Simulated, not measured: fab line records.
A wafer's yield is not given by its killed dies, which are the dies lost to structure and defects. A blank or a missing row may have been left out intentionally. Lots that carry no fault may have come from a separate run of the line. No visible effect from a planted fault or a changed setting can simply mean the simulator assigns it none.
A sampling plan put to the test -- flow sfq_line -- one fab line, 25 faults that these records tell of, each judged on the records of the lots that it struck
Plan = the line's own looks (route steps where a gauge or an inspection reads the wafer without altering it). A look can be judged if struck wafers have a number there and the file gives its usual mean and standard deviation on fault-free wafers. Caught: at a look after the fault's first step, the mean of the struck wafers lies 4 or more of those standard deviations (sigma) from the usual mean. On the tool: here the same test is run on the tool's own readings at the fault's steps. Also counted as caught: the struck wafers showing another recipe, or a record that is empty for them alone.

## THE FAULTS, as the simulator had put them in
1. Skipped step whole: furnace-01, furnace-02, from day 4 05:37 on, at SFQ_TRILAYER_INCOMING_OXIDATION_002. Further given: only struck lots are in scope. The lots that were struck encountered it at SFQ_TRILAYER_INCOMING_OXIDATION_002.
2. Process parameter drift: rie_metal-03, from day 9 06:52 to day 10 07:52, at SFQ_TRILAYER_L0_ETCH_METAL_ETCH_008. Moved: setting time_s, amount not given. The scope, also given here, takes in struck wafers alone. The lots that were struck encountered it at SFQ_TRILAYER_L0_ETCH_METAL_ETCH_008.
3. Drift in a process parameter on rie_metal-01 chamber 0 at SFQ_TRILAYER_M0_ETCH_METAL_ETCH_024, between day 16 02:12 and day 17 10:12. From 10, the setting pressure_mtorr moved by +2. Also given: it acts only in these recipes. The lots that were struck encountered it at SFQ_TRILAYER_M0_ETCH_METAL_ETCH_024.
4. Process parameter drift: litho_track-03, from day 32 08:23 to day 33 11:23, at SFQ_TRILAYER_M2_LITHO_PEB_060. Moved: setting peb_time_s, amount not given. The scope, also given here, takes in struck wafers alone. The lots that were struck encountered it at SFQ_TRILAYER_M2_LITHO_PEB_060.
5. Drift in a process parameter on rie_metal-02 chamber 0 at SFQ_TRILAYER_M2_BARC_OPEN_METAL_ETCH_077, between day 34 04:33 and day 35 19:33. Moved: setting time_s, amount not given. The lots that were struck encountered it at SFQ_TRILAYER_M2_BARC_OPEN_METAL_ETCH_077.
6. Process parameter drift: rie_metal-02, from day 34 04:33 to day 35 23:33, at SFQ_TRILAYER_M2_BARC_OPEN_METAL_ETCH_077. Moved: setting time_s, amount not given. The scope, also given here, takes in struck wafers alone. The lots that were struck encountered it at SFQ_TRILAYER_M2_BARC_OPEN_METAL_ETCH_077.
7. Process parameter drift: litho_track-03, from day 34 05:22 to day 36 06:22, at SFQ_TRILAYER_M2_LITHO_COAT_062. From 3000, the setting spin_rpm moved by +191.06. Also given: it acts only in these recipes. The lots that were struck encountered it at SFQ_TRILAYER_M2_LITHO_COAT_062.
8. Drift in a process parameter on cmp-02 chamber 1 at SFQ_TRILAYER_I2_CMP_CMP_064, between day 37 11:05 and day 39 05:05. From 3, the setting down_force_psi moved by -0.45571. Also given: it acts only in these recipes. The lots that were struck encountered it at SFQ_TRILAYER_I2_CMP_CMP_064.
9. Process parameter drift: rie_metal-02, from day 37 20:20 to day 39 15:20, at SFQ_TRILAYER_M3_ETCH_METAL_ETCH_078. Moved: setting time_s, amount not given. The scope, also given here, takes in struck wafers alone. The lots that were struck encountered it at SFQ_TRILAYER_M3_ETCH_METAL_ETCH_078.
10. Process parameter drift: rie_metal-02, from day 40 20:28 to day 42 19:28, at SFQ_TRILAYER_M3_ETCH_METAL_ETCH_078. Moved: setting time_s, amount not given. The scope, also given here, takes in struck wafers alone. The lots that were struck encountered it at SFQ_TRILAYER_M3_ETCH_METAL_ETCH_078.
11. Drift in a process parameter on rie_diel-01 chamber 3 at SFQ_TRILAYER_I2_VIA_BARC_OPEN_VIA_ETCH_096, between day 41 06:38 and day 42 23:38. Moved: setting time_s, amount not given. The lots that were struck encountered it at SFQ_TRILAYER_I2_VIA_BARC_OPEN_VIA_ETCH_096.
12. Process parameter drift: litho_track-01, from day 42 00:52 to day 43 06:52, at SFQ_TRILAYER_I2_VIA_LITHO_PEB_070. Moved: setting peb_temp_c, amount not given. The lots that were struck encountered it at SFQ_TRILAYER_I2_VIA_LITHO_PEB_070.
13. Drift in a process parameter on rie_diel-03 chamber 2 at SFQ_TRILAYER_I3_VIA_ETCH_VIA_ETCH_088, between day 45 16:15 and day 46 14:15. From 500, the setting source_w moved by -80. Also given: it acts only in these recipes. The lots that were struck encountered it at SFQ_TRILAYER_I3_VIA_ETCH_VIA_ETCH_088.
14. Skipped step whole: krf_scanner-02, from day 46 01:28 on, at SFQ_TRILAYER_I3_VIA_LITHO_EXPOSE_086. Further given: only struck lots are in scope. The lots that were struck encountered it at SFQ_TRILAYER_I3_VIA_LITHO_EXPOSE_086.
15. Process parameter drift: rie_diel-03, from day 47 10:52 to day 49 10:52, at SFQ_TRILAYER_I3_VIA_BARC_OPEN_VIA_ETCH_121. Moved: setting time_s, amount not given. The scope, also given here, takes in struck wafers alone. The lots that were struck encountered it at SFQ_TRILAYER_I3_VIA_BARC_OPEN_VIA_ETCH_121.
16. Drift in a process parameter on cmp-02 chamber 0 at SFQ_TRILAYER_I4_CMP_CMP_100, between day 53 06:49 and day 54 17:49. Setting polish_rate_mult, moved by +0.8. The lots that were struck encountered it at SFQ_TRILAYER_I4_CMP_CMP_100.
17. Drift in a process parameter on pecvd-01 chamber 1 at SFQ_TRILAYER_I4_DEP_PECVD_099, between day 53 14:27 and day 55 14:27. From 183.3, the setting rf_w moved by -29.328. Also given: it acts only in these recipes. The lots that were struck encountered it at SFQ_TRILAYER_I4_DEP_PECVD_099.
18. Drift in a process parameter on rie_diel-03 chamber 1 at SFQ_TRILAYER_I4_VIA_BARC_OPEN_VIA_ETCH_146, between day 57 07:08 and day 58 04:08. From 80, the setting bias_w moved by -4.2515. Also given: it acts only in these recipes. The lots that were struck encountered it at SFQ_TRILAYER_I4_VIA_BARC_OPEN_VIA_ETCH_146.
19. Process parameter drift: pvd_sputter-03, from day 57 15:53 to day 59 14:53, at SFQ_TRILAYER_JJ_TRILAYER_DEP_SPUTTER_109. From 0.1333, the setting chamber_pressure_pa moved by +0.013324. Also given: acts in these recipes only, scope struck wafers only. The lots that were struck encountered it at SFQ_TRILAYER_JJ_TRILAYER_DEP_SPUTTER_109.
20. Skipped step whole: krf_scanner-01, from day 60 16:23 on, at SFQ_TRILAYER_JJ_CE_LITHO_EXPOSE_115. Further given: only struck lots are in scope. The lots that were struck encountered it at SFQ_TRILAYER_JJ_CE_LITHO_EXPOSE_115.
21. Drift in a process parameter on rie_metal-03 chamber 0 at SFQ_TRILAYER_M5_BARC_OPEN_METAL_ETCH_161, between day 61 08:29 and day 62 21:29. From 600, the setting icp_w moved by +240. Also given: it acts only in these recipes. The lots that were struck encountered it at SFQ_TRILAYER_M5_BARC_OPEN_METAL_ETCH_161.
22. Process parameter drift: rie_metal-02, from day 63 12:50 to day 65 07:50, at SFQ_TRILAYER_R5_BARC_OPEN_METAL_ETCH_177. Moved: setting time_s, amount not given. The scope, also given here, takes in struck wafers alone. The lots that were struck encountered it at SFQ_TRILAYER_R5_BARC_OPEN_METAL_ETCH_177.
23. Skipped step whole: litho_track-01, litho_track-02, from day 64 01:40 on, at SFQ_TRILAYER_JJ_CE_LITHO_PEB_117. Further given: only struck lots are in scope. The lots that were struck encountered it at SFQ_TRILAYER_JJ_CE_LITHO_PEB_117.
24. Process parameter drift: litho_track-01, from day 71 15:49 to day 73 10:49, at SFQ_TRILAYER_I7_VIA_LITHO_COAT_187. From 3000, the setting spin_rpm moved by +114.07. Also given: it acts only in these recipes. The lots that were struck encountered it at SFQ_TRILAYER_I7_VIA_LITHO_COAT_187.
25. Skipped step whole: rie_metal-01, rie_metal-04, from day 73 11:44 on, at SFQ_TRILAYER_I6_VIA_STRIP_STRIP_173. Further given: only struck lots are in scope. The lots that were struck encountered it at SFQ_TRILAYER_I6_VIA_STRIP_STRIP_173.

## WHAT THE PLAN SAW
fault,on the tool itself,first look that catches it,"reading, sigma",median hours from its first step to that look,hours from the fault's start to the first struck lot there,judged looks passed uncaught
1,the tool's record is blank for the struck wafers,none of the 2 looks that can be judged after it,-,-,-,2
2,oes_product_au +15 sigma,no look after it can be judged,-,-,-,0
3,chamber_pressure_mTorr +99 or beyond sigma,not the one look that can be judged after it,-,-,-,1
4,heater_power_total_W +19 sigma,no look after it can be judged,-,-,-,0
5,oes_product_au +12 sigma,no look after it can be judged,-,-,-,0
6,oes_product_au +18 sigma,no look after it can be judged,-,-,-,0
7,spin_speed_rpm +99 or beyond sigma,no look after it can be judged,-,-,-,0
8,head_pressure_psi -69 sigma,no look after it can be judged,-,-,-,0
9,run_length_s +61 sigma,no look after it can be judged,-,-,-,0
10,run_length_s -68 sigma,no look after it can be judged,-,-,-,0
11,run_length_s +8.1 sigma,no look after it can be judged,-,-,-,0
12,heater_power_total_W -17 sigma,no look after it can be judged,-,-,-,0
13,rf_fwd_power_W -55 sigma,not the one look that can be judged after it,-,-,-,1
14,no reading that can be judged,no look after it can be judged,-,-,-,0
15,run_length_s +10 sigma,not the one look that can be judged after it,-,-,-,1
16,time_to_endpoint_s -10 sigma,no look after it can be judged,-,-,-,0
17,rf_fwd_power_W -43 sigma,no look after it can be judged,-,-,-,0
18,bias_w -18 sigma,not the one look that can be judged after it,-,-,-,1
19,chamber_pressure_pa +51 sigma,no look after it can be judged,-,-,-,0
20,no reading that can be judged,no look after it can be judged,-,-,-,0
21,rf_fwd_power_W +88 sigma,not the one look that can be judged after it,-,-,-,1
22,oes_product_au +16 sigma,not the one look that can be judged after it,-,-,-,1
23,the tool's record is blank for the struck wafers,no look after it can be judged,-,-,-,0
24,spin_speed_rpm +60 sigma,no look after it can be judged,-,-,-,0
25,the tool's record is blank for the struck wafers,no look after it can be judged,-,-,-,0
Dash: fault not caught, or number not given in these records.

Caught at a look: 0 of 25. Caught on the tool: 23 of 25. By one or the other: 23 of 25.
On the tool alone, faults 1, 2, 3, 4, 5, 6, 7, 8, 9, 10, 11, 12, 13, 15, 16, 17, 18, 19, 21, 22, 23, 24, 25 were caught.
Caught by neither: faults 14, 20.
